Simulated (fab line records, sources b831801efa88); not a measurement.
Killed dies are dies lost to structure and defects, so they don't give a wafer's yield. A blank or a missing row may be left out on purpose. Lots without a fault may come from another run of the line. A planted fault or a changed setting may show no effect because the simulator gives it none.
A struck lot beside a sound one ; flow sky130 ; 15 out of 708 route steps
Sound: wafers L539.3, L539.5, L539.6. Struck: wafers L542.2, L542.3, L542.5. Last of all comes the cause.
Per side, at each step with rows, come the tool, then ch with its chambers, and then its first start. Under that, the readings that differ: sound wafers ; struck wafers ; difference of the means ; sigmas: that difference in standard deviations of wafers without a fault.
alike: words and numbers the same on both sides, and readings whose means are apart by under 2 such deviations; not compared: readings that were withheld, readings missing a value for some wafer, numbers with overlapping values and no deviation given by the record, and bounds like >300 which may hide the same value.
The two part at a step that has a row with sigmas, a row that says differs or no value, or rows on one side only. Non-overlapping numbers with no deviation appear without sigmas and do not part them. Lack of a reading on every wafer of one side parts them only where that side has two or more wafers.

first, 4 steps without rows for these wafers: SKY_LI_CONTACT_SOFTBAKE_08 (time 90 s); SKY_LI_CONTACT_EXPOSE_09 (exposes mask LICM1, target cd 170 nm); SKY_LI_CONTACT_PEB_10; SKY_LI_CONTACT_DEVELOP_11 (develop time 60 s).
SKY_LI_CONTACT_CD_MEAS_12: the cd target is 170 nm.
  sound: cdSem-01 at day 29 23:59; struck: cdSem-01 at day 31 06:23
  alike: cdNm
SKY_LI_CONTACT_OVL_MEAS_13:
  sound: overlay-02 at day 30 00:05; struck: overlay-02 at day 31 06:29
reading;sound;struck;difference;sigmas
LI_CONTACT_OVL (nm);-8 -9 -5;7 7 7;+14;+3
SKY_LI_CONTACT_ETCH_14: etches BARC in N2/H2, stops on SiO2, time 45.9 s, target depth 60 nm.
  sound on rieDiel-01 ch 0,1, day 30 00:07; struck on rieDiel-04 ch 1,2,3, day 31 06:31
  alike: drypumpMotorCurrentA, oesProductAu, throttleValvePct
  not compared: rfHoursCounterH
SKY_LI_CONTACT_ETCH_15: etches PSG in C4F8/O2/Ar, stops on Si, target depth 600 nm.
  sound on rieDiel-01 ch 0,1, day 30 00:09; struck on rieDiel-04 ch 1,2,3, day 31 06:33
  alike: oesProductAu
SKY_LI_CONTACT_STRIP_16: strips in O2/N2.
  sound on plasmaAsher-03 ch 0,1, day 30 00:16; struck on plasmaAsher-03 ch 0,1, day 31 06:38
  alike: drypumpMotorCurrentA, oesProductAu, stripTimeToEndpointS
  not compared: rfHoursCounterH
then, 2 steps without rows for these wafers: SKY_LI_CONTACT_CLEAN_17 (cleans in NMP, time 600 s); SKY_LI_CONTACT_PRE_CLEAN_18 (time 5.6 s).
SKY_LI_CONTACT_SPUTTER_19: material Ti, target thk 20 nm, time 106.37 s.
  sound: pvdSputter-04 at day 30 00:32; struck: pvdSputter-01 at day 31 06:56
  alike: cathodeDcPowerW, chamberPressurePa, throttleValvePct
SKY_LI_CONTACT_SPUTTER_20: material TiN, target thk 20 nm, time 80 s.
  sound: pvdSputter-04 at day 30 00:37; struck: pvdSputter-01 at day 31 07:01
  no value came back on the struck wafers for cathodeDcPowerW (W), chamberPressurePa (Pa), throttleValvePct (%); on the sound wafers cathodeDcPowerW (W) reads 4000.6 4001.2 3999.6
SKY_LI_CONTACT_CVD_21: deposits W, target thk 400 nm, time 120.56 s.
  sound on cvdW-01 ch 0,1, day 30 00:43; struck on cvdW-02 ch 0, day 31 07:07
  alike: heaterPowerOuterW, heaterPowerW
-- here the record skips 16 days between the struck wafers' starts before and after, leaving off in module LI_CONTACT and picking up in module PAD_OPEN (first step shown: number 708 of the route) --
SKY_PAD_OPEN_PROBE_99:
  sound: prober-01 at day 46 12:37; struck: prober-02 at day 47 12:10
reading;sound;struck;difference;sigmas
killedAtContacts;39 16 27;417 433 434;+401;+80
killedDies;112 84 94;492 492 492;+395;+43
killedOnRim;27 17 21;96 96 96;+74;+21
  alike: killed_at_M0_to_M3, killed_at_M4_up, killedAtFrontEnd, killedAtOther, killedOpen, killedShort

WHERE THEY PART
Earliest at SKY_LI_CONTACT_OVL_MEAS_13; latest, in this record, at SKY_PAD_OPEN_PROBE_99.

WHY: what the simulator had put in
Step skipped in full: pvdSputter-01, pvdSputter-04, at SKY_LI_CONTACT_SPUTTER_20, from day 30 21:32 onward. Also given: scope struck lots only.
